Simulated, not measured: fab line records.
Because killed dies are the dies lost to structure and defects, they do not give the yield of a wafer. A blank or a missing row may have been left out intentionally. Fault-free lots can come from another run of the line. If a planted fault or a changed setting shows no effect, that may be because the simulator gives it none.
Struck lot and sound lot, side by side / flow sky130 / 14 steps out of a route of 708
Sound: these wafers, L985.1, L985.2, L985.6. Struck: wafers L983.1, L983.3, L983.5. Last of all comes the cause.
Order at every step that has rows: each side's tool, ch and its chambers, its first start. Under that, the readings that differ: sound wafers / struck wafers / difference of the means / sigmas: that difference in standard deviations of wafers without a fault.
alike: a reading whose means differ by less than 2 such deviations, as well as words and numbers matching on both sides. not compared: withheld readings; readings where some wafer has no value; bounds like >300 that might hide an equal value; numbers whose values overlap and for which the record gives no deviation.
A row with sigmas, a row that says differs or no value, or rows on one side alone: a step with any of these is where the two part. Numbers that don't overlap but have no deviation are shown without sigmas and don't part them. Lack of a reading on every wafer of one side parts them only where that side has two or more wafers.

first, 3 steps without rows for these wafers: SKY_LDD_HVP_EXPOSE_04 (exposes mask HVPTM, target cd 700 nm); SKY_LDD_HVP_PEB_05; SKY_LDD_HVP_DEVELOP_06 (develop time 60 s).
SKY_LDD_HVP_OVL_MEAS_07:
  sound: overlay-01 at day 28 18:01; struck: overlay-01 at day 28 07:47
  alike: LDD_HVP_OVL
next, for these wafers, 1 step has no rows: SKY_LDD_HVP_IMPLANT_08.
SKY_LDD_HVP_STRIP_09: strips in O2/N2.
  sound on plasmaAsher-02 ch 0,1, day 28 18:12; struck on plasmaAsher-02 ch 0,1, day 28 07:58
  alike: drypumpMotorCurrentA, oesProductAu, stripTimeToEndpointS
  not compared: rfHoursCounterH
SKY_LDD_HVP_TW_MEAS_10:
  sound: filmMetro-01 at day 28 18:18; struck: filmMetro-01 at day 28 08:04
  alike: LDD_HVP_TW
then, 5 steps without rows for these wafers: SKY_LDD_LDN_DEHYDRATE_00 (time 60 s); SKY_LDD_LDN_HMDS_01 (prime time 60 s); SKY_LDD_LDN_COAT_02 (resist thk 1140 nm); SKY_LDD_LDN_SOFTBAKE_03 (time 60 s); SKY_LDD_LDN_EXPOSE_04 (exposes mask LDNTM, target cd 700 nm).
SKY_LDD_LDN_PEB_05:
  sound on lithoTrack-01 ch 0, day 29 22:05; struck on lithoTrack-04, day 29 12:26
reading=exhaustPa (Pa); sound=46.4 46.1 46.5; struck=- - -; difference=no value on the struck wafers; sigmas=
  not compared: chillPlateTempC
then, 1 step without rows for these wafers: SKY_LDD_LDN_DEVELOP_06 (develop time 60 s).

WHERE THEY PART
At SKY_LDD_LDN_PEB_05 and nowhere else, as far as this record goes.

WHY: whatever the simulator had introduced
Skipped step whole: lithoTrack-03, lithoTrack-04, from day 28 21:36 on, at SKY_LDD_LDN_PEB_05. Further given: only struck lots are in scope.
